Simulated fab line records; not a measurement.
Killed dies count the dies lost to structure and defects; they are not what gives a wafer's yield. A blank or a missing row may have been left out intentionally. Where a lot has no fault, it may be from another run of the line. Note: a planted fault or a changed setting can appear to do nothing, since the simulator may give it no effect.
Comparing a struck lot with a sound one :: flow sky130 :: 14 steps out of a route of 708
Sound: wafers L472.1, L472.4, L472.6. Wafers L463.1, L463.2, L463.3 were the ones struck. At the end, the cause is stated.
Each step with rows lists, per side, the tool, then ch with its chambers, then its first start. Under that, the readings that differ: sound wafers :: struck wafers :: difference of the means :: sigmas: that difference in standard deviations of wafers without a fault.
alike: words and numbers the same on both sides, and readings whose means are apart by under 2 such deviations; not compared: readings that were withheld, readings missing a value for some wafer, numbers with overlapping values and no deviation given by the record, and bounds like >300 which may hide the same value.
The two part at a step that has a row with sigmas, a row that says differs or no value, or rows on one side only. Numbers that have no deviation but don't overlap get no sigmas and don't part them. Lack of a reading on every wafer of one side parts them only where that side has two or more wafers.

SKY_LDD_LDN_STRIP_12: strips in O2/N2.
  sound on plasma asher-03 ch 0,1, day 31 09:38; struck on plasma asher-03 ch 0,1, day 28 01:28
  alike: drypump motor current A, oes product au, strip time to endpoint s
  not compared: rf hours counter h
SKY_LDD_LDN_TW_MEAS_13:
  sound: film metro-03 at day 31 09:44; struck: film metro-03 at day 28 01:34
  alike: LDD_LDN_TW
then, 2 steps without rows for these wafers: SKY_LDD_LDN_CLEAN_14 (cleans in SC1/SC2, time 150 s); SKY_SPACER_CVD_00 (deposits Si3N4 from DCS/NH3, target thk 43.1 nm, time 740 s).
SKY_SPACER_THK_MEAS_01:
  sound: film metro-04 at day 31 11:21; struck: film metro-03 at day 28 02:53
  alike: SPACER_CVD_00_THK
SKY_SPACER_ETCHBACK_02: etches Si3N4 in CH3F/O2, stops on SiO2, time 46.7 s, target depth 45 nm.
  sound on rie diel-04 ch 0,1,2, day 31 11:25; struck on rie diel-04 ch 0,1,3, day 28 02:56
  alike: drypump motor current A, oes product au, rf fwd power W, throttle valve pct
  not compared: rf hours counter h
then, 6 steps without rows for these wafers: SKY_POLY_CUT_DEHYDRATE_00 (time 60 s); SKY_POLY_CUT_HMDS_01 (prime time 60 s); SKY_POLY_CUT_COAT_02 (resist thk 60 nm); SKY_POLY_CUT_COAT_03 (resist thk 450 nm); SKY_POLY_CUT_SOFTBAKE_04 (time 90 s); SKY_POLY_CUT_EXPOSE_05 (exposes mask NPCM, target cd 270 nm).
SKY_POLY_CUT_PEB_06:
  sound on litho track-01 ch 0, day 32 14:00; struck on litho track-01, day 29 06:00
reading: exhaust pa (Pa)
sound: 43.6 44.4 43.7
struck: - - -
difference: no value on the struck wafers
sigmas: 
  not compared: chill plate temp C
then, 1 step without rows for these wafers: SKY_POLY_CUT_DEVELOP_07 (develop time 60 s).

## WHERE THEY PART
Only at SKY_POLY_CUT_PEB_06, within this record.

WHY: what the simulator had put in
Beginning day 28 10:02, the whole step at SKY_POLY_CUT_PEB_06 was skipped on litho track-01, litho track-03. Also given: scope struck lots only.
